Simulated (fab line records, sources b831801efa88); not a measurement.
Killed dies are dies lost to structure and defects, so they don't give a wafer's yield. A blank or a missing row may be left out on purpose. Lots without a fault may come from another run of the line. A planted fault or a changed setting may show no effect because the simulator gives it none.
fab line records | flow gf180mcu | part 2 of 2: steps 26 to 36 of 36
record lots=5 wafers=15 last_day=32
route steps=602 shown CONTACT@312 M1@315 V1@335
lots that met no fault: from a run of the same line without faults
start_h: hours from the record's first day to the start of the lot's first wafer shown | wait_h: hours since the lot's step before | " the same as in the row above | L1.1+2: a row that stands for several wafers | - no value, or no start given | * or withheld: withheld | < > ~ a bound
route shown NAME@n: a module of which the file shows steps, and the number in the route of the first | usual: mean/standard deviation of fault-free wafers | same: alike in all rows | chamber/n: place in a boat | sites: the reading at each site | _std_site: their standard deviation | _edge_site: outer sites' mean less inner sites' | radius_mm: how far each site lies from the wafer's centre | mask NAME#n: copy n | behind: the tool/chamber that last shaped the wafer | hold: why the lot was held/for how many hours/how that ended | device: the transistor (n, p or np) that didn't switch | end of line: the same wafers' tests at the end of the route | a step without rows: its recipe alone | killed: dies lost to structure and defects at the first sort, not the wafer's yield | map: a wafer's dies, x killed, . not, _ none there
set.NAME: the setting as run; set.NAME@STEP: as run at that earlier step | model.NAME: the simulator's own value behind a step, which no gauge read
lots at some steps of the route; a table a step, a row a wafer
services: from which hour (start_h, from the record's first day; less than 0 if before it) a tool's chamber was out of use, for how many hours, and why
## steps
# step GF_V1_CVD_02
# recipe material=SiO2 target_thk_nm=850 precursor=TEOS temp_c=400 time_s=94.851 rf_w=600
# usual heater_power_w=674/96 susceptor_temp_C=400.00/0.22
# columns lot.wafer tool chamber start_h wait_h heater_power_w susceptor_temp_C
L077.4 pecvd-04 1 421.32 0.1 591 399.78
L077.5 " 0 " " 726 400.06
L077.6 " 2 " " 785 400.01
L079.2 pecvd-01 0 429.84 0.0 773 399.49
L079.5 " 0 " " 796 399.51
L079.6 " 1 " " 592 400.23
L080.1 pecvd-04 0 441.80 0.1 693 399.92
L080.2 " 2 " " 677 400.41
L080.6 " 1 " " 622 400.16
L081.1 pecvd-04 0 448.11 0.1 734 399.56
L081.3 " 2 " " 762 400.17
L081.4 " 1 " " 504 399.87
L088.3 pecvd-02 2 510.07 0.0 560 400.04
L088.5 " 1 " " 696 400.10
L088.6 " 0 " " 512 400.18
# step GF_V1_THK_MEAS_03
# recipe reads=SiO2_of_V1_CVD_02
# usual V1_CVD_02_THK=849/12
# columns lot.wafer tool chamber start_h wait_h V1_CVD_02_THK[nm]
L077.4 film_metro-01 - 421.39 0.0 867
L077.5 " - " " 864
L077.6 " - " " 853
L079.2 film_metro-01 - 429.92 0.0 833
L079.5 " - " " 846
L079.6 " - " " 847
L080.1 film_metro-04 - 441.87 0.0 835
L080.2 " - " " 822
L080.6 " - " " 838
L081.1 film_metro-02 - 448.18 0.0 842
L081.3 " - " " 842
L081.4 " - " " 870
L088.3 film_metro-01 - 510.16 0.1 862
L088.5 " - " " 860
L088.6 " - " " 848
# step GF_V1_CMP_04
# recipe material=SiO2 down_force_psi=4 platen_rpm=60 pad_velocity_m_s=0.94248
# usual motor_current_A=11.8/1.4 slurry_filter_dp_kPa=13.51/0.13 time_to_endpoint_s=80/5.6
# columns lot.wafer tool chamber start_h wait_h motor_current_A slurry_filter_dp_kPa time_to_endpoint_s
L077.4 cmp-01 1 421.47 0.1 9.4 13.45 84
L077.6 " 0 " " 12.5 13.54 88
L077.5 " 1 " " 9.5 13.80 86
L079.2 cmp-01 2 430.31 0.4 11.1 13.47 76
L079.6 " 1 " " 9.3 13.40 80
L079.5 " 2 " " 10.5 13.59 83
L080.2 cmp-01 0 441.98 0.1 13.2 13.52 74
L080.1 " 1 " " 8.9 13.37 71
L080.6 " 0 " " 12.3 13.47 81
L081.4 cmp-01 2 448.24 0.0 10.5 13.45 87
L081.1 " 0 " " 12.8 13.38 80
L081.3 " 1 " " 9.7 13.65 77
L088.3 cmp-01 0 510.25 0.1 12.2 13.52 87
L088.5 " 3 " " 12.0 13.33 81
L088.6 " 0 " " 12.4 13.52 82
# step GF_V1_BOW_MEAS_05
# recipe mode=bow
# usual V1_BOW=84/7
# columns lot.wafer tool chamber start_h wait_h V1_BOW[um]
L077.4 film_metro-02 - 421.78 0.3 90
L077.5 " - " " 83
L077.6 " - " " 81
L079.2 film_metro-02 - 430.58 0.2 70
L079.5 " - " " 69
L079.6 " - " " 77
L080.1 film_metro-04 - 442.23 0.1 90
L080.2 " - " " 87
L080.6 " - " " 78
L081.1 film_metro-01 - 448.54 0.1 98
L081.3 " - " " 97
L081.4 " - " " 81
L088.3 film_metro-02 - 510.54 0.2 90
L088.5 " - " " 93
L088.6 " - " " 91
# step GF_V1_DEHYDRATE_06
# recipe temp_c=200 time_s=60
# usual resist_line_temp_C=23.02/0.1
# columns lot.wafer tool chamber start_h wait_h resist_line_temp_C
L077.4 litho_track-03 0 433.72 11.9 23.16
L077.5 " 0 " " 23.34
L077.6 " 0 " " 23.00
L079.2 litho_track-04 0 442.15 11.5 23.28
L079.5 " 0 " " 23.17
L079.6 " 0 " " 23.08
L080.1 litho_track-04 0 453.68 11.4 23.01
L080.2 " 0 " " 23.05
L080.6 " 0 " " 23.03
L081.1 litho_track-03 0 459.79 11.2 23.10
L081.3 " 0 " " 23.05
L081.4 " 0 " " 22.96
L088.3 litho_track-01 0 521.40 10.8 22.91
L088.5 " 0 " " 22.91
L088.6 " 0 " " 22.90
# step GF_V1_HMDS_07
# recipe prime_time_s=60 prime_temp_c=120
# usual resist_line_temp_C=23.01/0.096
# columns lot.wafer tool chamber start_h wait_h resist_line_temp_C
L077.4 litho_track-03 0 433.87 0.1 22.99
L077.5 " 0 " " 23.08
L077.6 " 0 " " 22.96
L079.2 litho_track-04 0 442.30 0.1 23.00
L079.5 " 0 " " 22.90
L079.6 " 0 " " 22.94
L080.1 litho_track-04 0 453.83 0.1 22.95
L080.2 " 0 " " 23.08
L080.6 " 0 " " 23.03
L081.1 litho_track-03 0 459.94 0.1 23.19
L081.3 " 0 " " 23.11
L081.4 " 0 " " 23.02
L088.3 litho_track-01 0 521.55 0.1 23.09
L088.5 " 0 " " 23.08
L088.6 " 0 " " 22.96
# step GF_V1_COAT_08
# recipe resist=BARC temp_c=withheld time_s=withheld spin_rpm=withheld resist_thk_nm=withheld
# usual resist_line_temp_C=*
# columns lot.wafer tool chamber start_h wait_h resist_line_temp_C
L077.4 litho_track-03 0 434.02 0.1 *
L077.5 " 0 " " *
L077.6 " 0 " " *
L079.2 litho_track-04 0 442.45 0.1 *
L079.5 " 0 " " *
L079.6 " 0 " " *
L080.1 litho_track-04 0 453.98 0.1 *
L080.2 " 0 " " *
L080.6 " 0 " " *
L081.1 litho_track-03 0 460.09 0.1 *
L081.3 " 0 " " *
L081.4 " 0 " " *
L088.3 litho_track-01 0 521.70 0.1 *
L088.5 " 0 " " *
L088.6 " 0 " " *
# step GF_V1_COAT_09
# recipe resist=KrF spin_rpm=withheld resist_thk_nm=1000
# usual resist_line_temp_C=22.98/0.13
# columns lot.wafer tool chamber start_h wait_h resist_line_temp_C
L077.4 litho_track-03 0 - - 22.87
L077.5 " 0 " " 22.97
L077.6 " 0 " " 22.99
L079.2 litho_track-04 0 - - 22.97
L079.5 " 0 " " 23.00
L079.6 " 0 " " 22.90
L080.1 litho_track-04 0 - - 22.83
L080.2 " 0 " " 22.79
L080.6 " 0 " " 22.97
L081.1 litho_track-03 0 - - 23.01
L081.3 " 0 " " 22.75
L081.4 " 0 " " 22.95
L088.3 litho_track-01 0 - - 22.88
L088.5 " 0 " " 22.91
L088.6 " 0 " " 22.95
# step GF_V1_SOFTBAKE_10
# recipe temp_c=130 time_s=60 resist=KrF
# usual resist_line_temp_C=23.00/0.094
# columns lot.wafer tool chamber start_h wait_h resist_line_temp_C
L077.4 litho_track-03 0 - - 23.10
L077.5 " 0 " " 23.16
L077.6 " 0 " " 23.10
L079.2 litho_track-04 0 - - 22.93
L079.5 " 0 " " 23.00
L079.6 " 0 " " 23.11
L080.1 litho_track-04 0 - - 23.06
L080.2 " 0 " " 22.89
L080.6 " 0 " " 22.94
L081.1 litho_track-03 0 - - 22.96
L081.3 " 0 " " 22.86
L081.4 " 0 " " 22.93
L088.3 litho_track-01 0 - - 23.03
L088.5 " 0 " " 22.93
L088.6 " 0 " " 23.13
# step GF_V1_EXPOSE_11
# recipe mask_id=Via1 target_cd_nm=260 na=0.68 source_shape=conventional sigma_outer=0.6 dose_mj=38
# columns lot.wafer tool chamber start_h wait_h mask
L077.4+5+6 krf_scanner-02 0 - - Via1#0
L079.2+5+6 krf_scanner-02 0 - - Via1#0
L080.1+2+6 krf_scanner-01 0 - - Via1#0
L081.1+3+4 krf_scanner-01 0 - - Via1#0
L088.3+5+6 krf_scanner-01 0 - - Via1#0
# step GF_V1_PEB_12
# recipe peb_temp_c=135 peb_time_s=90 resist=KrF
# usual resist_line_temp_C=22.99/0.099
# columns lot.wafer tool chamber start_h wait_h resist_line_temp_C
L077.4 litho_track-04 0 - - 23.08
L077.5 " 0 " " 22.95
L077.6 " 0 " " 23.13
L079.2 litho_track-01 0 - - 23.01
L079.5 " 0 " " 22.98
L079.6 " 0 " " 23.19
L080.1 litho_track-04 0 - - 22.95
L080.2 " 0 " " 22.92
L080.6 " 0 " " 22.89
L081.1 litho_track-03 0 - - 22.96
L081.3 " 0 " " 23.07
L081.4 " 0 " " 23.03
L088.3 litho_track-04 0 - - 23.00
L088.5 " 0 " " 22.92
L088.6 " 0 " " 22.95
## services
# columns tool chamber start_h hours kind
pvd_sputter-03 - 378.59 2.9 repair
krf_scanner-02 - 383.52 1.0 pm
cmp-01 - 387.25 1.4 repair
krf_scanner-01 - 394.00 0.8 pm
krf_scanner-01 - 404.92 0.3 repair
cmp-01 - 408.04 5.6 pm
pvd_sputter-02 - 417.66 4.6 repair
krf_scanner-01 - 417.93 0.8 pm
krf_scanner-02 - 424.54 0.3 repair
cmp-01 - 426.37 2.1 repair
krf_scanner-01 - 437.62 0.4 repair
cmp-01 - 439.15 2.2 repair
krf_scanner-02 - 446.07 4.4 pm
pvd_sputter-04 - 447.06 4.3 repair
krf_scanner-01 - 462.61 1.0 pm
krf_scanner-02 - 466.86 0.8 pm
krf_scanner-01 - 469.52 1.3 pm
pvd_sputter-02 - 469.95 2.1 repair
pvd_sputter-04 - 471.08 2.3 repair
pvd_sputter-04 - 479.53 3.5 repair
krf_scanner-02 - 498.85 1.3 pm
plasma_asher-04 - 508.72 0.3 repair
pvd_sputter-02 - 510.22 5.9 repair
cmp-01 - 528.50 2.2 repair
